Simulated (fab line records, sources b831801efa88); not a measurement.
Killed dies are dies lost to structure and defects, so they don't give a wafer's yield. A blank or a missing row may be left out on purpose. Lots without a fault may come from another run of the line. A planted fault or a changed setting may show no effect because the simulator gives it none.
fab line records | flow sky130
record lots=13 wafers=39 last_day=50
route steps=708 shown VT_ADJUST_LVTN@104 VT_ADJUST_NCORE@127 VT_ADJUST_HVTR@138 PAD_OPEN@708
lots that met no fault: from a run of the same line without faults
start_h: hours from the record's first day to the start of the lot's first wafer shown | wait_h: hours since the lot's step before | " the same as in the row above | L1.1+2: a row that stands for several wafers | - no value, or no start given | * or withheld: withheld | < > ~ a bound
route shown NAME@n: a module of which the file shows steps, and the number in the route of the first | usual: mean/standard deviation of fault-free wafers | same: alike in all rows | chamber/n: place in a boat | sites: the reading at each site | _std_site: their standard deviation | _edge_site: outer sites' mean less inner sites' | radius_mm: how far each site lies from the wafer's centre | mask NAME#n: copy n | behind: the tool/chamber that last shaped the wafer | hold: why the lot was held/for how many hours/how that ended | device: the transistor (n, p or np) that didn't switch | end of line: the same wafers' tests at the end of the route | a step without rows: its recipe alone | killed: dies lost to structure and defects at the first sort, not the wafer's yield | map: a wafer's dies, x killed, . not, _ none there
set.NAME: the setting as run; set.NAME@STEP: as run at that earlier step | model.NAME: the simulator's own value behind a step, which no gauge read
steps of the route over a sample of lots; a table a step, a row a wafer
services: from which hour (start_h, from the record's first day; less than 0 if before it) a tool's chamber was out of use, for how many hours, and why
## steps
# step SKY_VT_ADJUST_LVTN_OVL_MEAS_07
# usual VT_ADJUST_LVTN_OVL=1.3/1.4
# columns lot.wafer tool chamber start_h wait_h VT_ADJUST_LVTN_OVL[nm]
L515.2 overlay-01 - 144.90 - -0.8
L515.3 " - " " 1.6
L515.5 " - " " 0.5
L518.4 overlay-01 - 191.44 - 2.9
L518.5 " - " " 0.4
L518.6 " - " " 3.1
L520.1 overlay-02 - 196.37 - 3.0
L520.3 " - " " 1.9
L520.6 " - " " 3.0
L521.1 overlay-02 - 203.70 - 0.2
L521.5 " - " " -0.9
L521.6 " - " " 0.9
L523.3 overlay-01 - 208.48 - -0.6
L523.4 " - " " -0.2
L523.5 " - " " 2.9
L524.3 overlay-02 - 210.48 - 1.8
L524.5 " - " " -0.4
L524.6 " - " " 0.7
L526.1 overlay-01 - 223.65 - 1.0
L526.2 " - " " 0.9
L526.6 " - " " 3.3
L531.1 overlay-01 - 250.85 - 0.1
L531.3 " - " " 2.3
L531.5 " - " " 1.7
L532.1 overlay-01 - 258.91 - 2.1
L532.3 " - " " 0.4
L532.6 " - " " 3.5
L533.1 overlay-02 - 261.35 - 1.7
L533.3 " - " " 5.2
L533.4 " - " " 1.3
L534.1 overlay-01 - 276.56 - 1.6
L534.2 " - " " 2.7
L534.6 " - " " -0.4
L536.1 overlay-02 - 286.10 - 1.5
L536.4 " - " " 2.0
L536.6 " - " " 1.7
L537.1 overlay-02 - 291.42 - 0.9
L537.2 " - " " -0.6
L537.3 " - " " -0.7
# step SKY_VT_ADJUST_LVTN_IMPLANT_19
# recipe species=B energy_kev=30 dose_cm2=6.5e+11 tilt_deg=withheld
# usual dose_ions_cm2=6.5e+11/7.5e+08 faraday_current_uA=3.66/0.07
# same implant_ion_amu=11
# columns lot.wafer tool chamber start_h wait_h dose_ions_cm2 faraday_current_uA
L515.2 implanter-02 0 163.23 0.0 6.485e+11 3.72
L515.3 " 0 " " 6.5e+11 3.67
L515.5 " 0 " " 6.486e+11 3.63
L518.4 implanter-01 0 214.07 0.1 6.499e+11 3.75
L518.5 " 0 " " 6.498e+11 3.77
L518.6 " 0 " " 6.499e+11 3.72
L520.1 implanter-04 0 219.08 0.0 6.496e+11 3.57
L520.3 " 0 " " 6.501e+11 3.76
L520.6 " 0 " " 6.496e+11 3.64
L521.1 implanter-02 0 226.05 0.0 6.504e+11 3.65
L521.5 " 0 " " 6.501e+11 3.57
L521.6 " 0 " " 6.498e+11 3.57
L523.3 implanter-01 0 231.75 0.1 6.504e+11 3.59
L523.4 " 0 " " 6.502e+11 3.66
L523.5 " 0 " " 6.499e+11 3.57
L524.3 implanter-02 0 232.91 0.1 6.503e+11 3.70
L524.5 " 0 " " 6.513e+11 3.71
L524.6 " 0 " " 6.496e+11 3.64
L526.1 implanter-01 0 246.08 0.0 6.489e+11 3.58
L526.2 " 0 " " 6.484e+11 3.68
L526.6 " 0 " " 6.487e+11 3.68
L531.1 implanter-02 0 275.01 0.0 9.998e+11 5.67
L531.3 " 0 " " 1.0003e+12 5.67
L531.5 " 0 " " 9.998e+11 5.58
L532.1 implanter-02 0 283.20 0.0 9.995e+11 5.83
L532.3 " 0 " " 9.981e+11 5.62
L532.6 " 0 " " 9.99e+11 5.65
L533.1 implanter-01 0 285.66 0.0 6.506e+11 3.54
L533.3 " 0 " " 6.509e+11 3.64
L533.4 " 0 " " 6.505e+11 3.73
L534.1 implanter-01 0 301.76 0.0 6.485e+11 3.73
L534.2 " 0 " " 6.492e+11 3.72
L534.6 " 0 " " 6.491e+11 3.68
L536.1 implanter-01 0 312.15 0.0 6.487e+11 3.70
L536.4 " 0 " " 6.495e+11 3.68
L536.6 " 0 " " 6.493e+11 3.79
L537.1 implanter-04 0 317.68 0.0 6.498e+11 3.65
L537.2 " 0 " " 6.504e+11 3.67
L537.3 " 0 " " 6.499e+11 3.65
# step SKY_VT_ADJUST_LVTN_TW_MEAS_21
# usual VT_ADJUST_LVTN_2_TW=188.2/1.3
# columns lot.wafer tool chamber start_h wait_h VT_ADJUST_LVTN_2_TW
L515.2 film_metro-01 - 163.47 0.1 188.4
L515.3 " - " " 188.6
L515.5 " - " " 188.1
L518.4 film_metro-03 - 214.28 0.1 187.4
L518.5 " - " " 187.8
L518.6 " - " " 188.0
L520.1 film_metro-01 - 219.33 0.1 188.6
L520.3 " - " " 187.2
L520.6 " - " " 187.5
L521.1 film_metro-01 - 226.30 0.1 187.1
L521.5 " - " " 189.3
L521.6 " - " " 188.0
L523.3 film_metro-01 - 231.97 0.1 186.9
L523.4 " - " " 186.8
L523.5 " - " " 186.9
L524.3 film_metro-02 - 233.13 0.1 188.0
L524.5 " - " " 187.9
L524.6 " - " " 188.4
L526.1 film_metro-01 - 246.33 0.1 190.8
L526.2 " - " " 188.4
L526.6 " - " " 190.0
L531.1 film_metro-03 - 275.26 0.1 209.9
L531.3 " - " " 209.7
L531.5 " - " " 210.3
L532.1 film_metro-03 - 283.45 0.1 210.3
L532.3 " - " " 210.3
L532.6 " - " " 210.6
L533.1 film_metro-03 - 285.91 0.1 186.2
L533.3 " - " " 187.5
L533.4 " - " " 186.8
L534.1 film_metro-03 - 302.01 0.1 188.1
L534.2 " - " " 186.9
L534.6 " - " " 187.9
L536.1 film_metro-03 - 312.40 0.1 187.3
L536.4 " - " " 186.0
L536.6 " - " " 187.3
L537.1 film_metro-03 - 317.93 0.1 186.5
L537.2 " - " " 187.6
L537.3 " - " " 186.7
# step SKY_VT_ADJUST_NCORE_OVL_MEAS_08
# usual VT_ADJUST_NCORE_OVL=0.5/1.1
# columns lot.wafer tool chamber start_h wait_h VT_ADJUST_NCORE_OVL[nm]
L515.2 overlay-01 - 184.44 0.1 0.4
L515.3 " - " " 1.4
L515.5 " - " " 0.0
L518.4 overlay-02 - 237.22 0.1 -0.4
L518.5 " - " " 2.2
L518.6 " - " " 0.5
L520.1 overlay-02 - 242.47 0.1 0.7
L520.3 " - " " 0.4
L520.6 " - " " -0.2
L521.1 overlay-02 - 249.13 0.1 1.8
L521.5 " - " " 0.4
L521.6 " - " " 0.2
L523.3 overlay-01 - 254.88 0.1 1.6
L523.4 " - " " -0.4
L523.5 " - " " 0.4
L524.3 overlay-01 - 256.15 0.1 0.1
L524.5 " - " " 0.6
L524.6 " - " " -1.0
L526.1 overlay-02 - 269.82 0.1 1.8
L526.2 " - " " 0.5
L526.6 " - " " 0.8
L531.1 overlay-01 - 300.12 0.1 0.0
L531.3 " - " " 1.2
L531.5 " - " " 0.5
L532.1 overlay-02 - 308.65 0.1 0.9
L532.3 " - " " 0.2
L532.6 " - " " 0.8
L533.1 overlay-01 - 311.85 0.1 1.5
L533.3 " - " " -0.5
L533.4 " - " " 1.5
L534.1 overlay-01 - 327.60 0.1 -0.4
L534.2 " - " " -1.1
L534.6 " - " " 1.4
L536.1 overlay-02 - 338.77 0.1 1.6
L536.4 " - " " 0.3
L536.6 " - " " -0.2
L537.1 overlay-02 - 343.92 0.1 -1.5
L537.2 " - " " -1.1
L537.3 " - " " -1.4
# step SKY_VT_ADJUST_HVTR_CD_MEAS_07
# recipe target_cd_nm=380
# usual cd_nm=380.1/2.6
# columns lot.wafer tool chamber start_h wait_h cd_nm
L515.2 cd_sem-02 - 205.29 0.1 381.3
L515.3 " - " " 378.1
L515.5 " - " " 378.2
L518.4 cd_sem-02 - 260.69 0.1 382.7
L518.5 " - " " 382.3
L518.6 " - " " 382.1
L520.1 cd_sem-01 - 266.48 0.1 380.5
L520.3 " - " " 380.5
L520.6 " - " " 378.5
L521.1 cd_sem-01 - 272.72 0.1 382.5
L521.5 " - " " 382.2
L521.6 " - " " 384.2
L523.3 cd_sem-01 - 278.41 0.1 381.6
L523.4 " - " " 376.9
L523.5 " - " " 377.0
L524.3 cd_sem-02 - 279.77 0.1 382.0
L524.5 " - " " 384.4
L524.6 " - " " 381.5
L526.1 cd_sem-02 - 294.38 0.1 380.9
L526.2 " - " " 379.0
L526.6 " - " " 381.2
L531.1 cd_sem-02 - 326.08 0.1 377.5
L531.3 " - " " 377.1
L531.5 " - " " 379.2
L532.1 cd_sem-02 - 335.07 0.1 373.0
L532.3 " - " " 376.4
L532.6 " - " " 375.3
L533.1 cd_sem-01 - 338.23 0.1 380.1
L533.3 " - " " 380.0
L533.4 " - " " 376.2
L534.1 cd_sem-02 - 354.68 0.1 378.7
L534.2 " - " " 378.4
L534.6 " - " " 380.8
L536.1 cd_sem-01 - 366.17 0.1 382.0
L536.4 " - " " 383.2
L536.6 " - " " 382.8
L537.1 cd_sem-02 - 370.96 0.1 381.2
L537.2 " - " " 380.0
L537.3 " - " " 381.1
# step SKY_PAD_OPEN_PROBE_99
# usual killed_at_M0_to_M3=44/7.2 killed_at_M4_up=3.2/1.8 killed_at_contacts=24/5.4 killed_at_front_end=15/4 killed_at_other=0.3/0.56 killed_dies=87/9.2 killed_open=47/7.3 killed_short=39/5.7
# same gross_dies=492 killed_at_back_side=0
# columns lot.wafer tool chamber start_h wait_h killed_at_M0_to_M3 killed_at_M4_up killed_at_contacts killed_at_front_end killed_at_other killed_dies killed_open killed_short
L515.2 prober-01 - 1069.67 0.1 43 1 27 13 0 84 48 36
L515.3 prober-01 - 1069.72 0.2 28 4 19 21 0 72 34 38
L515.5 prober-01 - 1069.82 0.2 46 7 23 18 0 94 60 34
L518.4 prober-01 - 1122.06 0.2 64 4 25 12 0 105 54 50
L518.5 prober-01 - 1122.11 0.2 46 6 28 16 0 96 49 47
L518.6 prober-01 - 1122.16 0.2 57 5 20 18 0 100 55 45
L520.1 prober-02 - 1125.88 0.1 33 5 25 21 1 85 45 40
L520.3 prober-02 - 1125.98 0.2 32 4 24 18 0 78 38 40
L520.6 prober-02 - 1126.13 0.2 39 2 26 9 2 78 43 35
L521.1 prober-01 - 1132.03 0.1 39 1 21 18 1 80 39 41
L521.5 prober-01 - 1132.23 0.2 46 4 28 11 0 89 45 43
L521.6 prober-01 - 1132.28 0.2 38 2 27 11 0 78 45 32
L524.3 prober-01 - 1138.35 0.2 42 4 23 12 0 81 41 40
L524.5 prober-01 - 1138.45 0.2 47 4 22 17 0 90 41 49
L524.6 prober-01 - 1138.50 0.2 49 3 15 11 0 78 37 41
L523.3 prober-02 - 1139.76 0.2 38 7 19 19 0 83 47 36
L523.4 prober-02 - 1139.81 0.2 38 3 29 14 1 85 51 34
L523.5 prober-02 - 1139.86 0.2 40 5 29 17 0 91 52 39
L526.1 prober-01 - 1147.57 0.1 37 5 26 15 0 83 48 34
L526.2 prober-01 - 1147.62 0.1 53 3 34 17 0 107 63 41
L526.6 prober-01 - 1147.82 0.2 36 3 17 17 0 73 33 40
L531.1 prober-01 - 1170.63 0.1 52 5 21 12 0 90 41 47
L531.3 prober-01 - 1170.73 0.2 36 6 22 17 0 81 41 38
L531.5 prober-01 - 1170.83 0.2 38 5 28 17 0 88 46 41
L532.1 prober-02 - 1173.77 0.1 60 1 24 18 0 103 60 43
L532.3 prober-02 - 1173.87 0.2 41 7 19 16 1 84 46 38
L532.6 prober-02 - 1174.02 0.2 46 0 30 20 0 96 50 46
L533.1 prober-01 - 1178.51 0.1 37 3 21 14 1 76 41 35
L533.3 prober-01 - 1178.61 0.2 41 4 27 11 0 83 53 30
L533.4 prober-01 - 1178.66 0.2 47 4 35 9 1 96 45 51
L534.1 prober-02 - 1187.38 0.1 38 2 24 24 0 88 40 46
L534.2 prober-02 - 1187.43 0.1 36 5 15 21 0 77 42 35
L534.6 prober-02 - 1187.63 0.2 32 3 22 17 0 74 40 33
L536.1 prober-02 - 1191.64 0.1 46 1 14 13 0 74 41 33
L536.4 prober-02 - 1191.79 0.2 49 3 23 12 0 87 49 38
L536.6 prober-02 - 1191.89 0.2 41 5 14 16 0 76 42 34
L537.1 prober-01 - 1196.23 0.1 49 1 18 22 0 90 50 40
L537.2 prober-01 - 1196.28 0.1 51 6 22 21 0 100 59 39
L537.3 prober-01 - 1196.33 0.2 50 1 28 15 0 94 55 38
# killed by level:class
L515.2 LI_CONTACT:geometric_particle:open=10 VIA1:geometric_particle:open=9 VIA3:geometric_particle:open=8 VIA2:geometric_particle:open=6 CONTACT:geometric_particle:open=5 CONTACT:geometric_particle:short=5 METAL2:geometric_particle:short=5 POLY_GATE:geometric_particle:short=4
L515.3 VIA1:geometric_particle:open=8 CONTACT:geometric_particle:open=7 POLY_GATE:geometric_particle:short=6 METAL2:geometric_particle:short=5 FIELD_ISO:geometric_particle:open=4 METAL1:geometric_particle:short=4 METAL4:geometric_particle:short=4 FIELD_ISO:geometric_particle:short=3
L515.5 CONTACT:geometric_particle:open=13 VIA3:geometric_particle:open=13 FIELD_ISO:geometric_particle:open=7 VIA2:geometric_particle:open=7 VIA1:geometric_particle:open=6 METAL1:geometric_particle:short=5 LI_CONTACT:geometric_particle:open=5 VIA2:geometric_particle:short=5
L518.4 METAL1:geometric_particle:short=11 CONTACT:geometric_particle:open=10 VIA2:geometric_particle:open=9 VIA1:geometric_particle:open=8 VIA3:geometric_particle:open=8 LI_CONTACT:geometric_particle:open=7 METAL1:geometric_particle:open=7 VIA3:geometric_particle:short=7
L518.5 CONTACT:geometric_particle:open=11 VIA1:geometric_particle:open=8 LI_CONTACT:geometric_particle:open=7 METAL2:geometric_particle:short=7 METAL1:geometric_particle:short=5 VIA2:geometric_particle:open=5 METAL4:geometric_particle:short=5 VIA1:geometric_particle:short=4
L518.6 VIA2:geometric_particle:open=11 METAL1:geometric_particle:short=9 VIA1:geometric_particle:open=8 VIA3:geometric_particle:open=8 FIELD_ISO:geometric_particle:short=7 LI_CONTACT:geometric_particle:open=6 CONTACT:geometric_particle:open=6 VIA1:geometric_particle:short=5
L520.1 CONTACT:geometric_particle:open=11 POLY_GATE:geometric_particle:short=7 VIA1:geometric_particle:short=6 FIELD_ISO:geometric_particle:open=5 LI_CONTACT:geometric_particle:open=5 CONTACT:geometric_particle:short=5 VIA2:geometric_particle:open=5 VIA1:geometric_particle:open=5
L520.3 VIA1:geometric_particle:open=9 CONTACT:geometric_particle:short=7 CONTACT:geometric_particle:open=6 METAL1:geometric_particle:short=6 POLY_GATE:geometric_particle:open=5 LI_CONTACT:geometric_particle:open=5 LOCAL_INTERCONNECT:geometric_particle:short=5 POLY_GATE:geometric_particle:short=4
L520.6 LI_CONTACT:geometric_particle:open=11 VIA1:geometric_particle:open=8 CONTACT:geometric_particle:short=7 METAL1:geometric_particle:short=6 VIA2:geometric_particle:open=6 VIA3:geometric_particle:open=5 VIA1:geometric_particle:short=4 CONTACT:geometric_particle:open=4
L521.1 VIA2:geometric_particle:open=7 VIA1:geometric_particle:short=6 VIA1:geometric_particle:open=6 LOCAL_INTERCONNECT:geometric_particle:short=5 VIA3:geometric_particle:open=5 METAL2:geometric_particle:short=5 FIELD_ISO:geometric_particle:short=4 POLY_GATE:geometric_particle:short=4
L521.5 CONTACT:geometric_particle:open=12 VIA1:geometric_particle:open=8 LI_CONTACT:geometric_particle:open=7 METAL1:geometric_particle:short=7 VIA1:geometric_particle:short=7 VIA2:geometric_particle:open=6 VIA3:geometric_particle:open=5 POLY_GATE:geometric_particle:short=4
L521.6 CONTACT:geometric_particle:open=11 VIA1:geometric_particle:open=7 VIA2:geometric_particle:open=6 FIELD_ISO:geometric_particle:open=5 METAL1:geometric_particle:short=5 LI_CONTACT:geometric_particle:short=4 LI_CONTACT:geometric_particle:open=4 CONTACT:geometric_particle:short=4
L524.3 VIA1:geometric_particle:open=14 METAL2:geometric_particle:short=9 LI_CONTACT:geometric_particle:open=8 FIELD_ISO:geometric_particle:short=7 CONTACT:geometric_particle:open=7 VIA2:geometric_particle:open=6 CONTACT:geometric_particle:short=5 METAL3:geometric_particle:short=3
L524.5 VIA1:geometric_particle:open=12 METAL2:geometric_particle:short=12 CONTACT:geometric_particle:open=9 FIELD_ISO:geometric_particle:short=7 LI_CONTACT:geometric_particle:open=6 VIA1:geometric_particle:short=5 VIA2:geometric_particle:short=5 VIA3:geometric_particle:short=5
L524.6 VIA1:geometric_particle:open=11 METAL1:geometric_particle:short=9 METAL2:geometric_particle:short=8 CONTACT:geometric_particle:open=7 VIA2:geometric_particle:open=6 FIELD_ISO:geometric_particle:short=4 VIA1:geometric_particle:short=4 VIA3:geometric_particle:open=4
L523.3 VIA3:geometric_particle:open=11 VIA1:geometric_particle:open=8 LOCAL_INTERCONNECT:geometric_particle:short=6 CONTACT:geometric_particle:open=6 POLY_GATE:geometric_particle:open=5 VIA2:geometric_particle:open=5 FIELD_ISO:geometric_particle:open=4 LI_CONTACT:geometric_particle:open=4
L523.4 CONTACT:geometric_particle:open=9 VIA2:geometric_particle:open=8 LI_CONTACT:geometric_particle:open=7 CONTACT:geometric_particle:short=7 VIA1:geometric_particle:open=7 VIA3:geometric_particle:open=7 VIA1:geometric_particle:short=5 FIELD_ISO:geometric_particle:open=4
L523.5 CONTACT:geometric_particle:open=11 VIA1:geometric_particle:open=8 FIELD_ISO:geometric_particle:open=7 CONTACT:geometric_particle:short=7 METAL1:geometric_particle:short=7 VIA2:geometric_particle:open=6 POLY_GATE:geometric_particle:open=5 LI_CONTACT:geometric_particle:open=5
L526.1 VIA3:geometric_particle:open=10 CONTACT:geometric_particle:open=8 VIA2:geometric_particle:open=8 LI_CONTACT:geometric_particle:short=6 LI_CONTACT:geometric_particle:open=4 CONTACT:geometric_particle:short=4 METAL1:geometric_particle:short=4 VIA1:geometric_particle:open=4
L526.2 VIA1:geometric_particle:open=18 LI_CONTACT:geometric_particle:open=9 CONTACT:geometric_particle:open=9 FIELD_ISO:geometric_particle:short=7 VIA3:geometric_particle:open=7 LOCAL_INTERCONNECT:geometric_particle:short=6 POLY_GATE:geometric_particle:open=5 VIA1:geometric_particle:short=5
L526.6 VIA1:geometric_particle:open=10 VIA1:geometric_particle:short=7 CONTACT:geometric_particle:open=6 FIELD_ISO:geometric_particle:open=5 FIELD_ISO:geometric_particle:short=4 CONTACT:geometric_particle:short=4 METAL3:geometric_particle:short=4 VIA3:geometric_particle:open=4
L531.1 VIA1:geometric_particle:open=11 VIA3:geometric_particle:open=10 METAL2:geometric_particle:short=9 CONTACT:geometric_particle:short=7 CONTACT:geometric_particle:open=7 METAL1:geometric_particle:short=6 POLY_GATE:geometric_particle:open=4 VIA1:geometric_particle:short=4
L531.3 LI_CONTACT:geometric_particle:open=7 CONTACT:geometric_particle:open=7 LOCAL_INTERCONNECT:geometric_particle:short=6 VIA3:geometric_particle:open=6 VIA1:geometric_particle:short=5 VIA1:geometric_particle:open=5 POLY_GATE:geometric_particle:short=4 METAL4:geometric_particle:short=4
L531.5 VIA1:geometric_particle:open=11 LI_CONTACT:geometric_particle:open=8 CONTACT:geometric_particle:open=8 METAL2:geometric_particle:short=6 CONTACT:geometric_particle:short=5 VIA1:geometric_particle:short=5 FIELD_ISO:geometric_particle:open=4 LI_CONTACT:geometric_particle:short=4
L532.1 VIA2:geometric_particle:open=13 VIA1:geometric_particle:open=11 CONTACT:geometric_particle:open=11 LI_CONTACT:geometric_particle:open=7 METAL3:geometric_particle:short=7 VIA3:geometric_particle:short=6 VIA1:geometric_particle:short=6 FIELD_ISO:geometric_particle:short=5
L532.3 VIA1:geometric_particle:open=12 POLY_GATE:geometric_particle:open=7 LOCAL_INTERCONNECT:geometric_particle:short=6 VIA2:geometric_particle:open=6 LI_CONTACT:geometric_particle:open=5 CONTACT:geometric_particle:open=5 POLY_GATE:geometric_particle:short=4 METAL1:geometric_particle:short=4
L532.6 CONTACT:geometric_particle:open=12 VIA1:geometric_particle:open=11 CONTACT:geometric_particle:short=9 FIELD_ISO:geometric_particle:open=8 VIA3:geometric_particle:open=7 POLY_GATE:geometric_particle:short=6 METAL1:geometric_particle:short=6 VIA1:geometric_particle:short=6
L533.1 CONTACT:geometric_particle:open=11 VIA2:geometric_particle:open=7 LI_CONTACT:geometric_particle:open=5 METAL1:geometric_particle:short=5 VIA1:geometric_particle:open=5 METAL2:geometric_particle:short=5 VIA3:geometric_particle:open=4 POLY_GATE:geometric_particle:short=3
L533.3 LI_CONTACT:geometric_particle:open=10 VIA1:geometric_particle:open=10 CONTACT:geometric_particle:open=9 VIA2:geometric_particle:open=7 FIELD_ISO:geometric_particle:open=6 LI_CONTACT:geometric_particle:short=5 METAL2:geometric_particle:short=5 VIA3:geometric_particle:open=5
L533.4 CONTACT:geometric_particle:open=12 VIA1:geometric_particle:short=11 VIA2:geometric_particle:open=8 LI_CONTACT:geometric_particle:short=7 LI_CONTACT:geometric_particle:open=7 VIA1:geometric_particle:open=7 CONTACT:geometric_particle:short=6 METAL2:geometric_particle:short=5
L534.1 VIA1:geometric_particle:open=10 VIA2:geometric_particle:open=7 FIELD_ISO:geometric_particle:short=6 POLY_GATE:geometric_particle:short=6 FIELD_ISO:geometric_particle:open=5 LI_CONTACT:geometric_particle:short=5 LI_CONTACT:geometric_particle:open=5 CONTACT:geometric_particle:short=5
L534.2 CONTACT:geometric_particle:open=7 FIELD_ISO:geometric_particle:short=5 METAL1:geometric_particle:short=5 VIA3:geometric_particle:short=5 VIA1:geometric_particle:open=5 VIA3:geometric_particle:open=5 VIA2:geometric_particle:open=5 METAL4:geometric_particle:short=5
L534.6 VIA1:geometric_particle:open=9 LI_CONTACT:geometric_particle:open=8 CONTACT:geometric_particle:open=6 VIA2:geometric_particle:open=6 FIELD_ISO:geometric_particle:short=5 FIELD_ISO:geometric_particle:open=5 POLY_GATE:geometric_particle:short=5 VIA1:geometric_particle:short=4
L536.1 VIA1:geometric_particle:open=13 VIA3:geometric_particle:open=6 VIA1:geometric_particle:short=6 LI_CONTACT:geometric_particle:open=5 VIA2:geometric_particle:open=5 POLY_GATE:geometric_particle:open=4 POLY_GATE:geometric_particle:short=4 CONTACT:geometric_particle:short=4
L536.4 CONTACT:geometric_particle:open=11 VIA1:geometric_particle:open=9 VIA3:geometric_particle:open=9 VIA2:geometric_particle:open=7 CONTACT:geometric_particle:short=6 VIA1:geometric_particle:short=6 METAL2:geometric_particle:short=6 POLY_GATE:geometric_particle:open=4
L536.6 VIA1:geometric_particle:open=10 CONTACT:geometric_particle:open=8 FIELD_ISO:geometric_particle:short=7 VIA3:geometric_particle:open=7 VIA2:geometric_particle:open=7 METAL1:geometric_particle:short=4 VIA1:geometric_particle:short=4 METAL4:geometric_particle:short=4
L537.1 VIA3:geometric_particle:open=10 VIA1:geometric_particle:open=10 METAL2:geometric_particle:short=8 CONTACT:geometric_particle:open=7 FIELD_ISO:geometric_particle:short=6 POLY_GATE:geometric_particle:open=6 VIA1:geometric_particle:short=5 METAL1:geometric_particle:short=5
L537.2 VIA1:geometric_particle:open=16 CONTACT:geometric_particle:open=9 METAL1:geometric_particle:short=8 LI_CONTACT:geometric_particle:open=6 METAL2:geometric_particle:short=6 FIELD_ISO:geometric_particle:open=4 VIA1:geometric_particle:short=4 VIA3:geometric_particle:open=4
L537.3 VIA1:geometric_particle:open=15 CONTACT:geometric_particle:open=11 METAL1:geometric_particle:short=11 VIA3:geometric_particle:open=7 CONTACT:geometric_particle:short=6 VIA2:geometric_particle:open=6 LI_CONTACT:geometric_particle:short=5 LI_CONTACT:geometric_particle:open=4
## services
# columns tool chamber start_h hours kind
implanter-01 - 201.30 1.9 repair
implanter-02 - 215.18 1.3 repair
implanter-01 - 218.01 3.5 repair
implanter-02 - 233.37 3.3 repair
implanter-04 - 246.49 0.7 repair
## key
first_sign step=SKY_VT_ADJUST_LVTN_IMPLANT_19 reading=dose_ions_cm2 direction=up sigmas=99+ usual=* struck=*
effect step=SKY_VT_ADJUST_LVTN_IMPLANT_19 reading=faraday_current_uA direction=up sigmas=29 usual=3.66 struck=5.67
effect step=SKY_VT_ADJUST_LVTN_TW_MEAS_21 reading=VT_ADJUST_LVTN_2_TW direction=up sigmas=17 usual=188.2 struck=210.2
met_at SKY_VT_ADJUST_LVTN_IMPLANT_19
struck_lots L531,L532
tester_left_out L531,L532
not_acting_at SKY_VT_ADJUST_LVTN_OVL_MEAS_07,SKY_VT_ADJUST_NCORE_OVL_MEAS_08,SKY_VT_ADJUST_HVTR_CD_MEAS_07
onset_between 232.91 275.01
fault kind=process_parameter_drift tool=implanter-02 chamber=- onset_h=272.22 steps=SKY_VT_ADJUST_LVTN_IMPLANT_19 channel=dose_cm2 offset=* shape=step end_h=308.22 acts_in=* stated=*
# tester_left_out: of these lots the tester's yield and bins aren't shown, on N5 and GAA mostly nor the transistor test; their killed dies are dies lost to structure and defects alone, not to doping, threshold or leakage, so they don't give the yield
